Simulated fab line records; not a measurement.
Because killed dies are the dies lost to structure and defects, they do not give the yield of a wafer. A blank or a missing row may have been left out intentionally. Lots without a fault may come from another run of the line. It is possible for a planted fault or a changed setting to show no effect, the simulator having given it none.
Matching of chambers ; flow sky130 ; SKY_VIA3_CMP_24 on cmp-02: 4 sister chambers
The step polishes, stops on SiO2, t overpolish 20 s, target thk 0 nm. 8 wafers are shown with their chamber, then 12 later ones without.

== WAFERS, EACH WITH ITS CHAMBER ==
wafer;chamber;motorCurrentA (A);headPressurePsi (psi)
L081.5;2;10.0;3.499
L085.5;0;11.0;3.499
L087.1;0;10.9;3.505
L087.3;2;10.1;3.499
L087.6;1;10.0;3.511
L091.3;1;9.3;3.499
L091.4;3;12.4;3.486
L091.6;3;12.8;3.509

== WAFERS WITHOUT THEIR CHAMBER ==
wafer;motorCurrentA (A);headPressurePsi (psi)
L094.1;10.0;3.500
L094.3;11.8;3.497
L094.4;10.5;3.510
L093.4;10.0;3.492
L093.5;10.2;3.486
L093.6;11.9;3.506
L095.1;10.8;3.494
L095.3;12.7;3.513
L095.5;12.5;3.502
L096.2;12.0;3.499
L096.3;12.5;3.500
L096.6;11.3;3.504

== WHICH CHAMBER EACH ONE RAN IN ==
wafer;from the rows above;in truth
L094.1;can't be placed: 2 or 1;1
L094.3;can't be placed: 3 or 0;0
L094.4;can't be placed: 0 or 2 or 1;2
L093.4;can't be placed: 2 or 1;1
L093.5;can't be placed: 2 or 1 or 0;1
L093.6;can't be placed: 3 or 0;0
L095.1;can't be placed: 0 or 2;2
L095.3;3;3
L095.5;3;3
L096.2;can't be placed: 3 or 0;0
L096.3;3;3
L096.6;0;0
4 of 12 placed correctly. Can't be placed from these rows: 8 (the true chamber is among the candidates in 8). Placed wrongly: 0.
How it was worked out, from the rows above alone: a wafer's distance from a chamber is the root of the sum, over the readings, of the square of ((its reading less the chamber's mean) divided by the reading's scatter). If the next closest chamber is less than 2 further off than the closest, the wafer can't be placed; otherwise it belongs to the closest. A chamber's mean is the mean of its shown wafers. The scatter: the root of (the sum of the squares of (reading less its chamber's mean) over the shown wafers, divided by (wafers less chambers)).
